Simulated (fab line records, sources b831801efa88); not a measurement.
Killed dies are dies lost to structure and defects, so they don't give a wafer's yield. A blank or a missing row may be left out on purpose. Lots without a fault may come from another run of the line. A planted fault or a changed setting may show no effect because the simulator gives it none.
A struck lot beside a sound one | flow gf180mcu | 19 steps out of a route of 602
Sound: wafers L288.1, L288.3, L288.5. Struck: wafers L305.3, L305.4, L305.5. The cause comes at the end.
At each step with rows: each side's tool, then ch and its chambers, then its first start. Under that, the readings that differ: sound wafers | struck wafers | difference of the means | sigmas: that difference in standard deviations of wafers without a fault.
alike: readings whose means differ by less than 2 such deviations, and words and numbers that are the same on both sides. not compared: withheld readings, readings that some wafer has no value for, bounds like >300 that may hide the same value, and numbers for which the record gives no deviation and whose values overlap.
The two part at a step that has a row with sigmas, a row that says differs or no value, or rows on one side only. Numbers that don't overlap but have no deviation are shown without sigmas and don't part them. A reading that every wafer of one side lacks parts them only if that side has two wafers or more.

GF_V3_ETCH_17: etches SiO2 in C4F8/O2/Ar, stops on TiN, target depth 635 nm.
  sound on rie_diel-04 ch 0,3; struck on rie_diel-04 ch 0,2,3
  alike: bias_w, oes_product_au, rf_fwd_power_W
GF_V3_STRIP_18: strips in O2/N2.
  sound on plasma_asher-02 ch 0,1, day 22 06:08; struck on plasma_asher-02 ch 0,1, day 28 05:31
  alike: drypump_motor_current_A, heater_power_w, oes_product_au
  not compared: rf_hours_counter_h
then, 4 steps without rows for these wafers: GF_V3_STRIP_19 (strips in post etch residue remover, time 1200 s); GF_V3_CLEAN_20 (cleans in DIW); GF_V3_SPUTTER_21 (material Ti, target thk 15 nm, time 80.02 s); GF_V3_SPUTTER_22 (material TiN, target thk 10 nm, time 40 s).
GF_V3_CVD_23: deposits W, target thk 350 nm, time 104.9 s.
  sound on cvd_w-02 ch 0, day 22 06:46; struck on cvd_w-01 ch 0, day 28 06:13
  alike: heater_power_w
GF_V3_RS_MEAS_24: measures by four-point-probe.
  sound on film_metro-04, day 22 06:53; struck on film_metro-01, day 28 06:24
  alike: V3_W_RS
GF_V3_THK_MEAS_25: measures by xrf.
  sound on film_metro-04, day 22 07:00; struck on film_metro-01, day 28 06:30
  alike: V3_W_THK
then, 1 step without rows for these wafers: GF_V3_CMP_26 (polishes, stops on SiO2, t overpolish 15.76 s, target thk 0 nm).
GF_M4_SPUTTER_00: material Ti, target thk 37.5 nm, time 150 s.
  sound on pvd_sputter-03, day 22 07:22; struck on pvd_sputter-04, day 28 06:50
  alike: substrate_temp_c, throttle_valve_pct
then, 1 step without rows for these wafers: GF_M4_SPUTTER_01 (material TiN, target thk 30 nm, time 25 s).
GF_M4_SPUTTER_02: material AlCu, target thk 450 nm, time 23.9 s.
  sound on pvd_sputter-03, day 22 07:29; struck on pvd_sputter-04, day 28 06:58
  reading                                 | sound             | struck          | difference | sigmas
  model.AlCu_of_M4_SPUTTER_02.thk_nm (nm) | 454.6 459.2 455.6 | 495 498.6 493.1 | +39        |
  alike: throttle_valve_pct
then, 1 step without rows for these wafers: GF_M4_SPUTTER_03 (material Ti, target thk 10 nm, time 6.7 s).
GF_M4_SPUTTER_04: material TiN, target thk 50 nm, time 41.7 s.
  sound on pvd_sputter-03, day 22 07:32; struck on pvd_sputter-04, day 28 07:01
  alike: throttle_valve_pct
GF_M4_RS_MEAS_05: measures by four-point-probe.
  sound on film_metro-02, day 22 07:35; struck on film_metro-03, day 28 07:06
  reading             | sound                | struck               | difference | sigmas
  M4_ALCU_RS (ohm/sq) | 0.0690 0.0681 0.0687 | 0.0634 0.0628 0.0635 | -0.0054    | -6
GF_M4_THK_MEAS_06: measures by xrf.
  sound on film_metro-02, day 22 07:42; struck on film_metro-03, day 28 07:12
  reading          | sound       | struck      | difference | sigmas
  M4_ALCU_THK (nm) | 452 459 455 | 496 501 494 | +42        | +7
then, 1 step without rows for these wafers: GF_M4_DEHYDRATE_07 (time 60 s).
-- the record jumps here: 6 days lie between the struck wafers' starts before and after (it left off in module M4 and takes up again in module PASSIVATION, whose first step shown is number 602 of the route) --
GF_PASSIVATION_PROBE_99:
  sound on prober-01, day 28 21:02; struck on prober-01, day 33 22:22
  reading                                 | sound                         | struck                        | difference | sigmas
  model.etest.nwell.line_ohm_um           | 1328 1259 1273                | 3.886e+04 5.397e+04 6.86e+04  | +5.252e+04 |
  model.etest.nwell.rs_ohm_sq             | 1130 1085 1084                | 2.294e+04 3.309e+04 4.174e+04 | +3.149e+04 |
  model.etest.pldd_6p0.line_ohm_um        | 6536 6521 6568                | 7584 7572 7620                | +1050      |
  model.etest.nwell.rs_ohm_sq_range       | 22.76 24.25 26.95             | 529.1 694.9 1295              | +815.0     |
  model.etest.pwell_in_dnwell.line_ohm_um | 4069 3878 3887                | 3597 3687 3844                | -235       |
  model.etest.ldpmos_10p0.r_on_ohm_um     | 1.129e+04 1.129e+04 1.118e+04 | 1.171e+04 1.178e+04 1.186e+04 | +5.300e+02 |
  model.etest.pmos_6p0.r_on_ohm_um        | 6408 6473 6400                | 6960 6870 6936                | +495       |
  model.etest.pldd_6p0.rs_ohm_sq          | 1953 1959 1962                | 2283 2279 2246                | +311       |

WHERE THEY PART
First at GF_M4_RS_MEAS_05; last, within this record, at GF_M4_THK_MEAS_06.

WHY: what the simulator had put in
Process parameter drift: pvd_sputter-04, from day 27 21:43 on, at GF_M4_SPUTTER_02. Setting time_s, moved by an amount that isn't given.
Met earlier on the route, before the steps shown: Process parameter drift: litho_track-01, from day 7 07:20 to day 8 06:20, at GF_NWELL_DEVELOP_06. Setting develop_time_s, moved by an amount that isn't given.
